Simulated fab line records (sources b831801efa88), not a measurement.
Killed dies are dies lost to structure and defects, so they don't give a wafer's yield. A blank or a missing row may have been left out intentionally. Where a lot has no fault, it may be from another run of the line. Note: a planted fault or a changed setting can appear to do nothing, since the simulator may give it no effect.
Which of the tools did it? / flow sky130 / route of 708 steps, sampled at 1 step: 14 lots, 42 wafers

== WHAT EACH GAUGE READ, for each wafer ==
The record lacks any reading of a measuring or inspecting step that a usual standard deviation could be used to judge.

== EACH LOT AND THE TOOL THAT RAN IT (in order: tool; ch and the chambers of the sampled wafers; start) ==
lot=L784; SKY_NWELL_STRIP_14=plasmaAsher-03 ch 0,1, day 5 01:04
lot=L783; SKY_NWELL_STRIP_14=plasmaAsher-01 ch 0,1, day 5 04:35
lot=L785; SKY_NWELL_STRIP_14=plasmaAsher-03 ch 0,1, day 5 11:16
lot=L788; SKY_NWELL_STRIP_14=plasmaAsher-03 ch 0,1, day 6 06:44
lot=L790; SKY_NWELL_STRIP_14=plasmaAsher-03 ch 0,1, day 6 13:05
lot=L795; SKY_NWELL_STRIP_14=plasmaAsher-02 ch 0,1, day 7 14:49
lot=L796; SKY_NWELL_STRIP_14=plasmaAsher-01 ch 0,1, day 8 03:52
lot=L798; SKY_NWELL_STRIP_14=plasmaAsher-02 ch 0,1, day 8 12:30
lot=L800; SKY_NWELL_STRIP_14=plasmaAsher-03 ch 0,1, day 8 23:24
lot=L801; SKY_NWELL_STRIP_14=plasmaAsher-03 ch 0,1, day 9 04:07
lot=L802; SKY_NWELL_STRIP_14=plasmaAsher-02 ch 0,1, day 9 14:27
lot=L803; SKY_NWELL_STRIP_14=plasmaAsher-03 ch 0,1, day 9 19:48
lot=L804; SKY_NWELL_STRIP_14=plasmaAsher-02 ch 0,1, day 9 21:56
lot=L805; SKY_NWELL_STRIP_14=plasmaAsher-01 ch 0,1, day 10 06:20
- SKY_NWELL_STRIP_14: strips in O2/N2.

== AS READ BY THE TOOLS THEMSELVES (means over the sampled wafers that have a number; for cases with no such wafer, the mark the record gives instead) ==
SKY_NWELL_STRIP_14. Usual: drypumpMotorCurrentA 5.7 A, standard deviation 0.48; oesProductAu 0.722 a.u., standard deviation 0.004; stripTimeToEndpointS 36.90 s, standard deviation 0.12.
lot=L784; tool=plasmaAsher-03; drypumpMotorCurrentA (A)=5.4; oesProductAu (a.u.)=0.723; stripTimeToEndpointS (s)=37.01; flag=
lot=L783; tool=plasmaAsher-01; drypumpMotorCurrentA (A)=6.2; oesProductAu (a.u.)=0.722; stripTimeToEndpointS (s)=36.80; flag=
lot=L785; tool=plasmaAsher-03; drypumpMotorCurrentA (A)=5.3; oesProductAu (a.u.)=0.725; stripTimeToEndpointS (s)=37.00; flag=
lot=L788; tool=plasmaAsher-03; drypumpMotorCurrentA (A)=5.3; oesProductAu (a.u.)=0.745; stripTimeToEndpointS (s)=36.71; flag=OFF
lot=L790; tool=plasmaAsher-03; drypumpMotorCurrentA (A)=5.3; oesProductAu (a.u.)=0.774; stripTimeToEndpointS (s)=36.77; flag=OFF
lot=L795; tool=plasmaAsher-02; drypumpMotorCurrentA (A)=5.9; oesProductAu (a.u.)=0.722; stripTimeToEndpointS (s)=36.84; flag=
lot=L796; tool=plasmaAsher-01; drypumpMotorCurrentA (A)=6.2; oesProductAu (a.u.)=0.727; stripTimeToEndpointS (s)=36.90; flag=
lot=L798; tool=plasmaAsher-02; drypumpMotorCurrentA (A)=5.9; oesProductAu (a.u.)=0.720; stripTimeToEndpointS (s)=37.13; flag=
lot=L800; tool=plasmaAsher-03; drypumpMotorCurrentA (A)=5.3; oesProductAu (a.u.)=0.725; stripTimeToEndpointS (s)=36.90; flag=
lot=L801; tool=plasmaAsher-03; drypumpMotorCurrentA (A)=5.3; oesProductAu (a.u.)=0.724; stripTimeToEndpointS (s)=36.73; flag=
lot=L802; tool=plasmaAsher-02; drypumpMotorCurrentA (A)=5.9; oesProductAu (a.u.)=0.724; stripTimeToEndpointS (s)=36.89; flag=
lot=L803; tool=plasmaAsher-03; drypumpMotorCurrentA (A)=5.4; oesProductAu (a.u.)=0.720; stripTimeToEndpointS (s)=37.02; flag=
lot=L804; tool=plasmaAsher-02; drypumpMotorCurrentA (A)=5.9; oesProductAu (a.u.)=0.723; stripTimeToEndpointS (s)=36.97; flag=
lot=L805; tool=plasmaAsher-01; drypumpMotorCurrentA (A)=5.7; oesProductAu (a.u.)=0.722; stripTimeToEndpointS (s)=36.84; flag=

== THE ANSWER, worked out from the rows above alone ==
Rule: lot off if the mean of its wafers having a number is beyond 3 standard deviations from the usual mean. A lot without any number at a reading at which 4 lots or more have one is off too. Where the step has rows for the other lots, those lots are counted as sound. After the gauges, taken in route order, come the tools' own readings; for these a lot's mean is taken, as printed above. The first step at which some lot is off is used, and at that step the reading that is off furthest; a lot without a number counts as furthest.
Off, at SKY_NWELL_STRIP_14 on oesProductAu: L788, L790.
A tool fits if, at that step or a process step before it, it ran every lot that is off, and no sound lot after the first of them. Not one of the candidates tried fits.

== WHAT THE SIMULATOR PUT IN ==
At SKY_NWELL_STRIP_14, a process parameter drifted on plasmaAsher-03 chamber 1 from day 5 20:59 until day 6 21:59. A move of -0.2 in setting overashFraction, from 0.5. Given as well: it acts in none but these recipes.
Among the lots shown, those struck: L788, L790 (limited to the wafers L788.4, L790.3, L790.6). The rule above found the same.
